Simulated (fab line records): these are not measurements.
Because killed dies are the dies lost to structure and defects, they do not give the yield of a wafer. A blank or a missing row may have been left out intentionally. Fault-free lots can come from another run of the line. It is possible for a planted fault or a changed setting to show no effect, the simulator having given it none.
Comparing a struck lot with a sound one / flow gf180mcu / 14 out of 602 route steps
Sound: wafers L278.3, L278.5, L278.6. Wafers L268.2, L268.4, L268.6 were the ones struck. The cause comes at the end.
Each step with rows lists, per side, the tool, then ch with its chambers, then its first start. Under that, the readings that differ: sound wafers / struck wafers / difference of the means / sigmas: that difference in standard deviations of wafers without a fault.
alike: readings with means less than 2 such deviations apart, plus words and numbers identical on both sides. not compared: withheld readings, readings lacking a value on some wafer, bounds such as >300 that could conceal the same value, and numbers that have no deviation in the record and whose values overlap.
The two part at a step that has a row with sigmas, a row that says differs or no value, or rows on one side only. When numbers do not overlap yet have no deviation, they are printed without sigmas and do not part them. Lack of a reading on every wafer of one side parts them only where that side has two or more wafers.

first, 3 steps without rows for these wafers: GF_MVSD_EXPOSE_04 (exposes mask MVSD, target cd 1000 nm); GF_MVSD_PEB_05; GF_MVSD_DEVELOP_06 (develop time 60 s).
GF_MVSD_OVL_MEAS_07:
  sound on overlay-01 at day 8 11:52; struck on overlay-02 at day 6 02:48
  alike: MVSD_OVL
then, 2 steps without rows for these wafers: GF_MVSD_IMPLANT_08; GF_MVSD_IMPLANT_09.
GF_MVSD_STRIP_10: strips in O2/N2.
  sound on plasma_asher-02 ch 0,1, day 8 12:13; struck on plasma_asher-04 ch 0,1, day 6 03:08
  alike: drypump_motor_current_A, heater_power_w, oes_product_au, strip_time_to_endpoint_s
  not compared: rf_hours_counter_h
GF_MVSD_TW_MEAS_11:
  sound on film_metro-04 at day 8 12:18; struck on film_metro-04 at day 6 03:16
  alike: MVSD_TW
then, 4 steps without rows for these wafers: GF_MVPSD_DEHYDRATE_00 (time 60 s); GF_MVPSD_HMDS_01 (prime time 60 s); GF_MVPSD_COAT_02 (resist thk 3000 nm); GF_MVPSD_SOFTBAKE_03.
GF_MVPSD_EXPOSE_04: exposes mask MVPSD, target cd 1000 nm.
  sound on iline_stepper-02 ch 0, day 8 21:02; struck on iline_stepper-01, day 6 10:32
  no value came back on the struck wafers for exposure_dose_mJ_cm2, focus_offset_nm (nm); on the sound wafers exposure_dose_mJ_cm2 reads 260.04 260.17 260.05
  alike: mask
then, 1 step without rows for these wafers: GF_MVPSD_PEB_05.

## WHERE THEY PART
GF_MVPSD_EXPOSE_04 only, going by this record.

WHY: what had been put in by the simulator
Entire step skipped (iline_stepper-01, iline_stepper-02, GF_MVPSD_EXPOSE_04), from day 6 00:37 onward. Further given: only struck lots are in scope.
